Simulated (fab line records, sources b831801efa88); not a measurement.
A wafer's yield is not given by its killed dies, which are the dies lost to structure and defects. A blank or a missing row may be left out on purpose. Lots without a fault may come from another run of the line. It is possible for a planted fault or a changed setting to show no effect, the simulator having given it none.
Comparing a struck lot with a sound one || flow sky130 || 19 steps out of a route of 708
Sound: these wafers, L720.1, L720.3, L720.5. The struck wafers were L723.3, L723.5, L723.6. At the end, the cause is stated.
At each step with rows: each side's tool, then ch and its chambers, then its first start. Under that, the readings that differ: sound wafers || struck wafers || difference of the means || sigmas: that difference in standard deviations of wafers without a fault.
alike: readings with means less than 2 such deviations apart, plus words and numbers identical on both sides. not compared: withheld readings, readings lacking a value on some wafer, bounds such as >300 that could conceal the same value, and numbers that have no deviation in the record and whose values overlap.
Wherever a step has rows on one side only, a row that says differs or no value, or a row with sigmas, the two part there. Numbers that have no deviation but don't overlap get no sigmas and don't part them. A reading that every wafer of one side lacks parts them only if that side has two wafers or more.

first, 1 step without rows for these wafers: SKY_FIELD_ISO_ANNEAL_26 (time 1800 s).
SKY_FIELD_ISO_CMP_27: polishes, stops on Si3N4, t overpolish 16 s, target thk 457.8 nm.
  sound on cmp-02 ch 0,1,3, day 5 03:56; struck on cmp-02 ch 0,1, day 5 22:46
  alike: motor current A, overpolish run s, time to endpoint s
then, 5 steps without rows for these wafers: SKY_FIELD_ISO_WET_ETCH_28 (etches SiO2 in dHF, target depth 23.7 nm, time 47 s); SKY_FIELD_ISO_WET_ETCH_29 (etches Si3N4 in H3PO4, target depth 160 nm, time 1825 s); SKY_FIELD_ISO_WET_ETCH_30 (etches SiO2 in dHF, target depth 25 nm, time 50 s); SKY_NWELL_CLEAN_00 (cleans in SC1/SC2, time 150 s); SKY_NWELL_OXIDATION_01 (stabilise 600 s, purge 300 s, target thk 10 nm).
SKY_NWELL_THK_MEAS_02:
  sound: film metro-01 at day 5 06:39; struck: film metro-03 at day 6 01:05
{"reading": "NWELL_OXIDATION_THK (nm)", "sound": "10.36 10.42 10.60", "struck": "9.63 9.76 9.73", "difference": -0.75, "sigmas": -4}
then, 4 steps without rows for these wafers: SKY_DNWELL_DEHYDRATE_00 (time 60 s); SKY_DNWELL_HMDS_01 (prime time 60 s); SKY_DNWELL_COAT_02 (resist thk 3000 nm); SKY_DNWELL_SOFTBAKE_03.
SKY_DNWELL_EXPOSE_04: exposes mask DNM, target cd 3000 nm.
  struck on iline stepper-02, day 6 11:14; sound on iline stepper-02 ch 0, day 5 16:09
  no value came back on the struck wafers for exposure dose mJ cm2, focus offset nm (nm), na; on the sound wafers exposure dose mJ cm2 reads 221.83 222.14 222.17
  alike: mask
then, 3 steps without rows for these wafers: SKY_DNWELL_PEB_05; SKY_DNWELL_DEVELOP_06 (develop time 60 s); SKY_DNWELL_IMPLANT_07.
SKY_DNWELL_STRIP_08: strips in O2/N2.
  sound on plasma asher-03 ch 0,1, day 6 01:54; struck on plasma asher-03 ch 0,1, day 6 20:35
  alike: drypump motor current A, oes product au, strip time to endpoint s
  not compared: rf hours counter h
SKY_DNWELL_TW_MEAS_09:
  sound: film metro-01 at day 6 02:00; struck: film metro-03 at day 6 20:40
{"reading": "DNWELL_TW", "sound": "1113 1118 1115", "struck": "30 30 30", "difference": -1085, "sigmas": "-99 or more"}
then, 1 step without rows for these wafers: SKY_PWDE_DEHYDRATE_00 (time 60 s).

## WHERE THEY PART
Earliest at SKY_NWELL_THK_MEAS_02; latest, in this record, at SKY_DNWELL_TW_MEAS_09.

WHY: what the simulator had put in
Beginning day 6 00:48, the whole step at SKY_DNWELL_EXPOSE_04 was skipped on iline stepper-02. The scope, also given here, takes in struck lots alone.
